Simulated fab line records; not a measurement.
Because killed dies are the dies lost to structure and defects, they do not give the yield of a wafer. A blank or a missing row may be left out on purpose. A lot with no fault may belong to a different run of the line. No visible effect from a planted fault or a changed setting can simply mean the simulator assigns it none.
fab line records + flow sky130
record
- lots=14
- wafers=42
- lastDay=50
route steps=708 shown SD_N@349 LI_CONTACT@374 LOCAL_INTERCONNECT@394 PAD_OPEN@708
lots with no fault: from the same line, run without faults
startH: start of the lot's first displayed wafer, in hours after the record's first day + waitH: hours elapsed since this lot's preceding step + " unchanged from the row above + L1.1+2: one row covering several wafers at once + - no value, or no start was given + * or withheld: withheld + < > ~ a bound
route shown NAME@n: a module of which the file shows steps, and the number in the route of the first + usual: mean/standard deviation taken from wafers without a fault + same: alike in all rows + chamber/n: place in a boat + sites: the reading at each site + _std_site: their standard deviation + _edge_site: outer sites' mean less inner sites' + radiusMm: how far each site lies from the wafer's centre + mask NAME#n: copy n + behind: the tool/chamber that last shaped the wafer + hold: reason for holding the lot/hours on hold/outcome of the hold + device: whichever transistor did not switch (one of n, p or np) + end of line: at the end of the route, the tests of the same wafers + a step with no rows: only its recipe + killed: dies lost to structure and defects at the first sort, not the wafer's yield + map: a wafer's dies, x killed, . not, _ none there
set.NAME: the setting the step ran with; set.NAME@STEP: the setting that earlier step ran with + model.NAME: the simulator's own value behind a step, which no gauge read
steps of the route over a sample of lots; a table a step, a row a wafer
services: the hour from which a tool's chamber was out of use, counted from the record's first day as startH (under 0 if before that day), plus the number of hours and why
## steps
# step SKY_SD_N_CD_MEAS_07
# recipe
- targetCdNm=380
# usual
- cdNm=380.2/2.7
| lot.wafer | tool     | chamber | startH | waitH | cdNm  |
|-----------|----------|---------|--------|-------|-------|
| L256.1    | cdSem-02 | -       | 642.07 | 0.1   | 378.8 |
| L256.2    | "        | -       | "      | "     | 379.1 |
| L256.6    | "        | -       | "      | "     | 378.9 |
| L258.2    | cdSem-02 | -       | 658.80 | 0.1   | 380.3 |
| L258.3    | "        | -       | "      | "     | 382.9 |
| L258.4    | "        | -       | "      | "     | 382.0 |
| L260.1    | cdSem-02 | -       | 675.78 | 0.1   | 380.0 |
| L260.3    | "        | -       | "      | "     | 380.3 |
| L260.5    | "        | -       | "      | "     | 379.0 |
| L262.1    | cdSem-02 | -       | 704.92 | 0.1   | 378.2 |
| L262.3    | "        | -       | "      | "     | 378.9 |
| L262.6    | "        | -       | "      | "     | 381.2 |
| L263.1    | cdSem-02 | -       | 707.57 | 0.1   | 379.0 |
| L263.3    | "        | -       | "      | "     | 378.4 |
| L263.4    | "        | -       | "      | "     | 377.4 |
| L264.2    | cdSem-02 | -       | 727.54 | 0.1   | 380.7 |
| L264.4    | "        | -       | "      | "     | 380.8 |
| L264.5    | "        | -       | "      | "     | 383.7 |
| L266.1    | cdSem-01 | -       | 730.27 | 0.1   | 378.6 |
| L266.4    | "        | -       | "      | "     | 378.1 |
| L266.5    | "        | -       | "      | "     | 377.7 |
| L268.1    | cdSem-02 | -       | 745.78 | 0.1   | 386.5 |
| L268.3    | "        | -       | "      | "     | 385.0 |
| L268.6    | "        | -       | "      | "     | 385.5 |
| L269.1    | cdSem-01 | -       | 763.68 | 0.1   | 379.4 |
| L269.4    | "        | -       | "      | "     | 379.5 |
| L269.5    | "        | -       | "      | "     | 384.1 |
| L274.1    | cdSem-02 | -       | 794.67 | 0.1   | 377.1 |
| L274.4    | "        | -       | "      | "     | 378.6 |
| L274.6    | "        | -       | "      | "     | 378.1 |
| L275.1    | cdSem-01 | -       | 802.93 | 0.1   | 382.9 |
| L275.2    | "        | -       | "      | "     | 384.0 |
| L275.3    | "        | -       | "      | "     | 385.7 |
| L276.1    | cdSem-01 | -       | 805.88 | 0.1   | 376.8 |
| L276.2    | "        | -       | "      | "     | 377.7 |
| L276.6    | "        | -       | "      | "     | 379.0 |
| L279.3    | cdSem-01 | -       | 838.35 | 0.1   | 381.7 |
| L279.4    | "        | -       | "      | "     | 384.8 |
| L279.5    | "        | -       | "      | "     | 384.4 |
| L278.1    | cdSem-02 | -       | 838.96 | 0.1   | 377.6 |
| L278.3    | "        | -       | "      | "     | 376.7 |
| L278.5    | "        | -       | "      | "     | 376.5 |
# step SKY_LI_CONTACT_CD_MEAS_12
# recipe
- targetCdNm=170
# usual
- cdNm=169.8/1.4
| lot.wafer | tool     | chamber | startH | waitH | cdNm  |
|-----------|----------|---------|--------|-------|-------|
| L256.1    | cdSem-01 | -       | 672.27 | -     | 170.3 |
| L256.2    | "        | -       | "      | "     | 170.7 |
| L256.6    | "        | -       | "      | "     | 170.1 |
| L258.2    | cdSem-02 | -       | 687.94 | -     | 169.1 |
| L258.3    | "        | -       | "      | "     | 170.7 |
| L258.4    | "        | -       | "      | "     | 169.1 |
| L260.1    | cdSem-01 | -       | 705.98 | -     | 169.1 |
| L260.3    | "        | -       | "      | "     | 168.5 |
| L260.5    | "        | -       | "      | "     | 169.1 |
| L262.1    | cdSem-02 | -       | 736.65 | -     | 170.1 |
| L262.3    | "        | -       | "      | "     | 170.9 |
| L262.6    | "        | -       | "      | "     | 173.1 |
| L263.1    | cdSem-02 | -       | 737.63 | -     | 169.3 |
| L263.3    | "        | -       | "      | "     | 168.9 |
| L263.4    | "        | -       | "      | "     | 169.2 |
| L264.2    | cdSem-02 | -       | 757.74 | -     | 171.7 |
| L264.4    | "        | -       | "      | "     | 171.2 |
| L264.5    | "        | -       | "      | "     | 172.0 |
| L266.1    | cdSem-02 | -       | 760.32 | -     | 169.8 |
| L266.4    | "        | -       | "      | "     | 170.5 |
| L266.5    | "        | -       | "      | "     | 171.3 |
| L268.1    | cdSem-01 | -       | 774.78 | -     | 169.6 |
| L268.3    | "        | -       | "      | "     | 170.1 |
| L268.6    | "        | -       | "      | "     | 169.9 |
| L269.1    | cdSem-01 | -       | 792.07 | -     | 172.2 |
| L269.4    | "        | -       | "      | "     | 171.0 |
| L269.5    | "        | -       | "      | "     | 170.7 |
| L274.1    | cdSem-01 | -       | 822.52 | -     | 166.8 |
| L274.4    | "        | -       | "      | "     | 168.4 |
| L274.6    | "        | -       | "      | "     | 169.8 |
| L275.1    | cdSem-01 | -       | 831.07 | -     | 170.2 |
| L275.2    | "        | -       | "      | "     | 169.9 |
| L275.3    | "        | -       | "      | "     | 168.5 |
| L276.1    | cdSem-02 | -       | 834.17 | -     | 169.1 |
| L276.2    | "        | -       | "      | "     | 169.9 |
| L276.6    | "        | -       | "      | "     | 169.2 |
| L279.3    | cdSem-01 | -       | 866.66 | -     | 170.9 |
| L279.4    | "        | -       | "      | "     | 170.8 |
| L279.5    | "        | -       | "      | "     | 170.6 |
| L278.1    | cdSem-01 | -       | 866.97 | -     | 168.2 |
| L278.3    | "        | -       | "      | "     | 168.6 |
| L278.5    | "        | -       | "      | "     | 167.9 |
# step SKY_LOCAL_INTERCONNECT_SOFTBAKE_07
# recipe
- tempC=100
- timeS=90
- resist=KrF-thick
# usual
- exhaustPa=45.2/0.85
- runLengthS=119.21/0.23
| lot.wafer | tool          | chamber | startH | waitH | exhaustPa | runLengthS |
|-----------|---------------|---------|--------|-------|-----------|------------|
| L256.1    | lithoTrack-04 | 0       | 687    | -     | 46.3      | 119.09     |
| L256.2    | "             | 0       | "      | "     | 45.6      | 118.89     |
| L256.6    | "             | 0       | "      | "     | 45.8      | 119.12     |
| L258.2    | lithoTrack-02 | 0       | 703    | -     | 44.3      | 119.39     |
| L258.3    | "             | 0       | "      | "     | 45.3      | 119.34     |
| L258.4    | "             | 0       | "      | "     | 43.8      | 119.55     |
| L260.1    | lithoTrack-03 | 0       | 721    | -     | 44.9      | 119.08     |
| L260.3    | "             | 0       | "      | "     | 45.7      | 119.17     |
| L260.5    | "             | 0       | "      | "     | 44.9      | 119.10     |
| L262.1    | lithoTrack-02 | 0       | 751    | -     | 45.5      | 119.32     |
| L262.3    | "             | 0       | "      | "     | 46.0      | 119.29     |
| L262.6    | "             | 0       | "      | "     | 45.5      | 119.28     |
| L263.1    | lithoTrack-04 | 0       | 754    | -     | 44.4      | 118.83     |
| L263.3    | "             | 0       | "      | "     | 44.3      | 118.83     |
| L263.4    | "             | 0       | "      | "     | 44.5      | 118.99     |
| L264.2    | lithoTrack-03 | 0       | 772    | -     | 46.1      | 119.02     |
| L264.4    | "             | 0       | "      | "     | 46.1      | 119.16     |
| L264.5    | "             | 0       | "      | "     | 45.7      | 119.06     |
| L266.1    | lithoTrack-02 | 0       | 775    | -     | 44.8      | 119.29     |
| L266.4    | "             | 0       | "      | "     | 45.3      | 119.58     |
| L266.5    | "             | 0       | "      | "     | 45.3      | 119.29     |
| L268.1    | lithoTrack-02 | 0       | 789    | -     | 46.7      | 119.30     |
| L268.3    | "             | 0       | "      | "     | 45.7      | 119.52     |
| L268.6    | "             | 0       | "      | "     | 47.3      | 119.46     |
| L269.1    | lithoTrack-02 | 0       | 806    | -     | 45.3      | 119.43     |
| L269.4    | "             | 0       | "      | "     | 43.3      | 119.42     |
| L269.5    | "             | 0       | "      | "     | 43.6      | 119.30     |
| L274.1    | lithoTrack-04 | 0       | 836    | -     | 45.7      | 118.88     |
| L274.4    | "             | 0       | 837    | -     | 44.9      | 118.90     |
| L274.6    | "             | 0       | "      | "     | 45.6      | 119.00     |
| L275.1    | lithoTrack-04 | 0       | 845    | -     | 45.5      | 142.23     |
| L275.2    | "             | 0       | "      | "     | 46.0      | 142.20     |
| L275.3    | "             | 0       | "      | "     | 45.9      | 142.14     |
| L276.1    | lithoTrack-04 | 0       | 849    | -     | 44.6      | 142.38     |
| L276.2    | "             | 0       | "      | "     | 45.8      | 142.26     |
| L276.6    | "             | 0       | "      | "     | 45.0      | 142.14     |
| L279.3    | lithoTrack-02 | 0       | 881    | -     | 44.0      | 119.33     |
| L279.4    | "             | 0       | "      | "     | 44.1      | 119.40     |
| L279.5    | "             | 0       | "      | "     | 45.9      | 119.47     |
| L278.1    | lithoTrack-02 | 0       | 881    | -     | 43.9      | 119.53     |
| L278.3    | "             | 0       | "      | "     | 45.9      | 119.51     |
| L278.5    | "             | 0       | "      | "     | 43.9      | 119.55     |
# step SKY_LOCAL_INTERCONNECT_CD_MEAS_11
# recipe
- targetCdNm=170
# usual
- cdNm=169.9/1.7
| lot.wafer | tool     | chamber | startH | waitH | cdNm  |
|-----------|----------|---------|--------|-------|-------|
| L256.1    | cdSem-01 | -       | 702.07 | -     | 171.3 |
| L256.2    | "        | -       | "      | "     | 170.7 |
| L256.6    | "        | -       | "      | "     | 170.8 |
| L258.2    | cdSem-01 | -       | 717.45 | -     | 171.0 |
| L258.3    | "        | -       | "      | "     | 169.9 |
| L258.4    | "        | -       | "      | "     | 170.5 |
| L260.1    | cdSem-02 | -       | 736.89 | -     | 170.0 |
| L260.3    | "        | -       | "      | "     | 169.0 |
| L260.5    | "        | -       | "      | "     | 169.0 |
| L262.1    | cdSem-02 | -       | 766.16 | -     | 169.2 |
| L262.3    | "        | -       | "      | "     | 169.7 |
| L262.6    | "        | -       | "      | "     | 168.3 |
| L263.1    | cdSem-02 | -       | 768.02 | -     | 171.9 |
| L263.3    | "        | -       | "      | "     | 171.4 |
| L263.4    | "        | -       | "      | "     | 172.3 |
| L264.2    | cdSem-02 | -       | 786.00 | -     | 169.2 |
| L264.4    | "        | -       | "      | "     | 172.1 |
| L264.5    | "        | -       | "      | "     | 170.6 |
| L266.1    | cdSem-01 | -       | 787.83 | -     | 171.1 |
| L266.4    | "        | -       | "      | "     | 173.1 |
| L266.5    | "        | -       | "      | "     | 170.5 |
| L268.1    | cdSem-02 | -       | 801.97 | -     | 170.4 |
| L268.3    | "        | -       | "      | "     | 170.9 |
| L268.6    | "        | -       | "      | "     | 171.0 |
| L269.1    | cdSem-01 | -       | 820.16 | -     | 171.5 |
| L269.4    | "        | -       | "      | "     | 173.1 |
| L269.5    | "        | -       | "      | "     | 171.5 |
| L274.1    | cdSem-01 | -       | 850.26 | -     | 168.2 |
| L274.4    | "        | -       | "      | "     | 168.5 |
| L274.6    | "        | -       | "      | "     | 166.9 |
| L275.1    | cdSem-01 | -       | 858.42 | -     | 168.4 |
| L275.2    | "        | -       | "      | "     | 168.1 |
| L275.3    | "        | -       | "      | "     | 167.0 |
| L276.1    | cdSem-01 | -       | 862.59 | -     | 170.1 |
| L276.2    | "        | -       | "      | "     | 169.5 |
| L276.6    | "        | -       | "      | "     | 170.0 |
| L279.3    | cdSem-01 | -       | 894.22 | -     | 170.0 |
| L279.4    | "        | -       | "      | "     | 170.5 |
| L279.5    | "        | -       | "      | "     | 169.8 |
| L278.1    | cdSem-02 | -       | 894.77 | -     | 167.5 |
| L278.3    | "        | -       | "      | "     | 167.7 |
| L278.5    | "        | -       | "      | "     | 167.3 |
# step SKY_PAD_OPEN_PROBE_99
# usual
- killed_at_M0_to_M3=42/6.9
- killed_at_M4_up=3.2/1.7
- killedAtContacts=25/5.1
- killedAtFrontEnd=15/4.5
- killedAtOther=0.4/0.63
- killedDies=86/9.3
- killedOpen=46/7
- killedShort=39/6.9
# same
- grossDies=492
- killedAtBackSide=0
| lot.wafer | tool      | chamber | startH  | waitH | killed_at_M0_to_M3 | killed_at_M4_up | killedAtContacts | killedAtFrontEnd | killedAtOther | killedDies | killedOpen | killedShort |
|-----------|-----------|---------|---------|-------|--------------------|-----------------|------------------|------------------|---------------|------------|------------|-------------|
| L262.1    | prober-01 | -       | 1123.78 | 0.1   | 40                 | 2               | 17               | 16               | 1             | 76         | 35         | 40          |
| L262.3    | prober-01 | -       | 1123.88 | 0.2   | 47                 | 1               | 18               | 15               | 3             | 84         | 41         | 41          |
| L262.6    | prober-01 | -       | 1124.03 | 0.2   | 47                 | 2               | 31               | 16               | 0             | 96         | 55         | 41          |
| L263.1    | prober-02 | -       | 1124.90 | 0.1   | 47                 | 3               | 25               | 15               | 0             | 90         | 50         | 40          |
| L263.3    | prober-02 | -       | 1125.00 | 0.2   | 47                 | 2               | 13               | 9                | 1             | 72         | 32         | 39          |
| L263.4    | prober-02 | -       | 1125.05 | 0.2   | 48                 | 5               | 20               | 6                | 0             | 79         | 43         | 36          |
| L264.2    | prober-01 | -       | 1136.50 | 0.1   | 42                 | 3               | 26               | 13               | 0             | 84         | 45         | 38          |
| L264.4    | prober-01 | -       | 1136.60 | 0.2   | 38                 | 3               | 20               | 17               | 0             | 78         | 43         | 35          |
| L264.5    | prober-01 | -       | 1136.65 | 0.2   | 50                 | 6               | 21               | 18               | 0             | 95         | 49         | 46          |
| L266.1    | prober-02 | -       | 1138.55 | 0.1   | 56                 | 6               | 22               | 8                | 0             | 92         | 46         | 45          |
| L266.4    | prober-02 | -       | 1138.70 | 0.2   | 54                 | 4               | 29               | 12               | 0             | 99         | 42         | 56          |
| L266.5    | prober-02 | -       | 1138.75 | 0.2   | 46                 | 4               | 26               | 11               | 0             | 87         | 39         | 47          |
| L268.1    | prober-01 | -       | 1149.63 | 0.1   | 48                 | 3               | 27               | 13               | 1             | 92         | 44         | 48          |
| L268.3    | prober-01 | -       | 1149.73 | 0.2   | 48                 | 5               | 17               | 10               | 0             | 80         | 51         | 29          |
| L268.6    | prober-01 | -       | 1149.88 | 0.2   | 39                 | 1               | 23               | 12               | 0             | 75         | 46         | 29          |
| L275.1    | prober-01 | -       | 1187.15 | 0.1   | 41                 | 8               | 25               | 7                | 2             | 83         | 37         | 46          |
| L275.2    | prober-01 | -       | 1187.20 | 0.1   | 47                 | 4               | 32               | 18               | 0             | 101        | 51         | 50          |
| L275.3    | prober-01 | -       | 1187.25 | 0.2   | 38                 | 7               | 21               | 17               | 1             | 84         | 43         | 41          |
| L276.1    | prober-02 | -       | 1189.18 | 0.1   | 35                 | 4               | 16               | 18               | 0             | 73         | 29         | 44          |
| L276.2    | prober-02 | -       | 1189.23 | 0.1   | 45                 | 7               | 19               | 17               | 0             | 88         | 38         | 50          |
| L276.6    | prober-02 | -       | 1189.43 | 0.2   | 50                 | 3               | 25               | 19               | 0             | 97         | 51         | 46          |
# killed by level:class
L262.1 VIA1:geometricParticle:short=9 VIA1:geometricParticle:open=8 CONTACT:geometricParticle:open=6 POLY_GATE:geometricParticle:open=5 POLY_GATE:geometricParticle:short=4 CONTACT:geometricParticle:short=4 METAL1:geometricParticle:short=4 FIELD_ISO:geometricParticle:short=3
L262.3 VIA2:geometricParticle:open=10 VIA1:geometricParticle:open=8 VIA1:geometricParticle:short=7 VIA3:geometricParticle:open=6 LI_CONTACT:geometricParticle:open=5 POLY_GATE:geometricParticle:short=4 POLY_GATE:geometricParticle:open=4 VIA2:geometricParticle:short=4
L262.6 CONTACT:geometricParticle:open=11 VIA2:geometricParticle:open=11 METAL1:geometricParticle:short=9 VIA1:geometricParticle:open=9 FIELD_ISO:geometricParticle:open=8 CONTACT:geometricParticle:short=8 LI_CONTACT:geometricParticle:open=6 LOCAL_INTERCONNECT:geometricParticle:short=4
L263.1 LI_CONTACT:geometricParticle:open=10 VIA1:geometricParticle:open=9 CONTACT:geometricParticle:open=8 VIA2:geometricParticle:open=7 VIA3:geometricParticle:open=7 METAL2:geometricParticle:short=6 METAL3:geometricParticle:short=6 FIELD_ISO:geometricParticle:short=4
L263.3 VIA1:geometricParticle:open=10 METAL1:geometricParticle:short=8 METAL2:geometricParticle:short=5 CONTACT:geometricParticle:open=5 VIA3:geometricParticle:open=5 VIA1:geometricParticle:short=5 VIA3:geometricParticle:short=4 POLY_GATE:geometricParticle:short=3
L263.4 CONTACT:geometricParticle:open=13 METAL1:geometricParticle:short=9 METAL2:geometricParticle:short=8 VIA1:geometricParticle:short=5 VIA2:geometricParticle:open=5 METAL3:geometricParticle:short=5 LI_CONTACT:geometricParticle:open=4 VIA1:geometricParticle:open=4
L264.2 VIA1:geometricParticle:open=11 CONTACT:geometricParticle:open=9 LI_CONTACT:geometricParticle:open=7 METAL1:geometricParticle:short=7 VIA2:geometricParticle:open=5 CONTACT:geometricParticle:short=4 POLY_GATE:geometricParticle:short=4 LOCAL_INTERCONNECT:geometricParticle:short=4
L264.4 VIA1:geometricParticle:open=10 VIA2:geometricParticle:open=6 FIELD_ISO:geometricParticle:open=5 CONTACT:geometricParticle:open=5 METAL2:geometricParticle:short=5 LI_CONTACT:geometricParticle:open=4 LOCAL_INTERCONNECT:geometricParticle:short=4 CONTACT:geometricParticle:short=4
L264.5 VIA1:geometricParticle:open=11 CONTACT:geometricParticle:open=10 VIA2:geometricParticle:open=9 VIA1:geometricParticle:short=6 METAL2:geometricParticle:short=6 POLY_GATE:geometricParticle:short=5 VIA2:geometricParticle:short=5 METAL4:geometricParticle:short=5
L266.1 VIA1:geometricParticle:open=14 CONTACT:geometricParticle:open=10 METAL1:geometricParticle:short=9 VIA3:geometricParticle:open=6 VIA1:geometricParticle:short=5 METAL2:geometricParticle:short=5 METAL3:geometricParticle:short=5 LI_CONTACT:geometricParticle:open=4
L266.4 METAL1:geometricParticle:short=11 CONTACT:geometricParticle:open=10 VIA1:geometricParticle:open=9 CONTACT:geometricParticle:short=8 METAL2:geometricParticle:short=7 LI_CONTACT:geometricParticle:open=5 LOCAL_INTERCONNECT:geometricParticle:short=5 METAL2:geometricParticle:open=5
L266.5 VIA1:geometricParticle:open=8 METAL2:geometricParticle:short=8 VIA2:geometricParticle:open=8 POLY_GATE:geometricParticle:short=7 CONTACT:geometricParticle:open=7 METAL1:geometricParticle:short=7 LI_CONTACT:geometricParticle:open=6 CONTACT:geometricParticle:short=6
L268.1 VIA1:geometricParticle:open=11 VIA3:geometricParticle:open=9 METAL1:geometricParticle:short=8 LOCAL_INTERCONNECT:geometricParticle:short=7 CONTACT:geometricParticle:short=6 CONTACT:geometricParticle:open=6 LI_CONTACT:geometricParticle:open=5 VIA1:geometricParticle:short=5
L268.3 VIA1:geometricParticle:open=15 VIA2:geometricParticle:open=9 VIA1:geometricParticle:short=7 LI_CONTACT:geometricParticle:open=7 VIA3:geometricParticle:open=6 CONTACT:geometricParticle:open=4 VIA3:geometricParticle:short=4 METAL4:geometricParticle:short=4
L268.6 VIA1:geometricParticle:open=10 CONTACT:geometricParticle:open=9 VIA3:geometricParticle:open=7 LI_CONTACT:geometricParticle:open=5 VIA1:geometricParticle:short=5 FIELD_ISO:geometricParticle:short=4 CONTACT:geometricParticle:short=4 METAL2:geometricParticle:short=4
L275.1 CONTACT:geometricParticle:open=8 VIA1:geometricParticle:open=8 METAL2:geometricParticle:short=8 METAL4:geometricParticle:short=7 LI_CONTACT:geometricParticle:open=6 FIELD_ISO:geometricParticle:short=5 METAL1:geometricParticle:short=5 LOCAL_INTERCONNECT:geometricParticle:short=4
L275.2 CONTACT:geometricParticle:open=11 METAL1:geometricParticle:short=9 VIA1:geometricParticle:open=9 FIELD_ISO:geometricParticle:open=7 METAL2:geometricParticle:short=7 LI_CONTACT:geometricParticle:open=7 LI_CONTACT:geometricParticle:short=7 FIELD_ISO:geometricParticle:short=6
L275.3 VIA1:geometricParticle:open=11 FIELD_ISO:geometricParticle:short=8 CONTACT:geometricParticle:open=7 LI_CONTACT:geometricParticle:open=6 VIA3:geometricParticle:open=6 METAL4:geometricParticle:short=6 METAL2:geometricParticle:short=5 CONTACT:geometricParticle:short=4
L276.1 FIELD_ISO:geometricParticle:short=7 LI_CONTACT:geometricParticle:open=6 METAL1:geometricParticle:short=6 VIA1:geometricParticle:open=5 VIA1:geometricParticle:short=5 VIA2:geometricParticle:open=5 LOCAL_INTERCONNECT:geometricParticle:short=4 CONTACT:geometricParticle:open=4
L276.2 VIA1:geometricParticle:open=8 VIA2:geometricParticle:open=8 FIELD_ISO:geometricParticle:short=7 METAL1:geometricParticle:short=6 FIELD_ISO:geometricParticle:open=5 LOCAL_INTERCONNECT:geometricParticle:short=5 VIA1:geometricParticle:short=5 METAL2:geometricParticle:short=5
L276.6 VIA2:geometricParticle:open=14 VIA1:geometricParticle:open=9 CONTACT:geometricParticle:short=8 POLY_GATE:geometricParticle:short=7 METAL2:geometricParticle:short=6 CONTACT:geometricParticle:open=5 LI_CONTACT:geometricParticle:open=5 VIA3:geometricParticle:short=5
## services
| tool          | chamber | startH | hours | kind                     |
|---------------|---------|--------|-------|--------------------------|
| lithoTrack-03 | -       | 866.31 | -     | consumableReplace:filter |
## key
firstSign
- step=SKY_LOCAL_INTERCONNECT_SOFTBAKE_07
- reading=runLengthS
- direction=up
- sigmas=99+
- usual=*
- struck=*
effect none on later readings
metAt SKY_LOCAL_INTERCONNECT_SOFTBAKE_07
struckLots L275,L276
testerLeftOut L275,L276
notActingAt SKY_SD_N_CD_MEAS_07,SKY_LI_CONTACT_CD_MEAS_12,SKY_LOCAL_INTERCONNECT_CD_MEAS_11
onsetBetween 836 845
fault
- kind=processParameterDrift
- tool=lithoTrack-04
- chamber=-
- onsetH=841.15
- steps=SKY_LOCAL_INTERCONNECT_SOFTBAKE_07
- channel=timeS
- offset=*
- shape=step
- endH=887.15
- actsIn=*
- stated=*
# testerLeftOut: of these lots the tester's yield and bins aren't shown, on N5 and GAA mostly nor the transistor test; their killed dies are dies lost to structure and defects alone, not to doping, threshold or leakage, so they don't give the yield
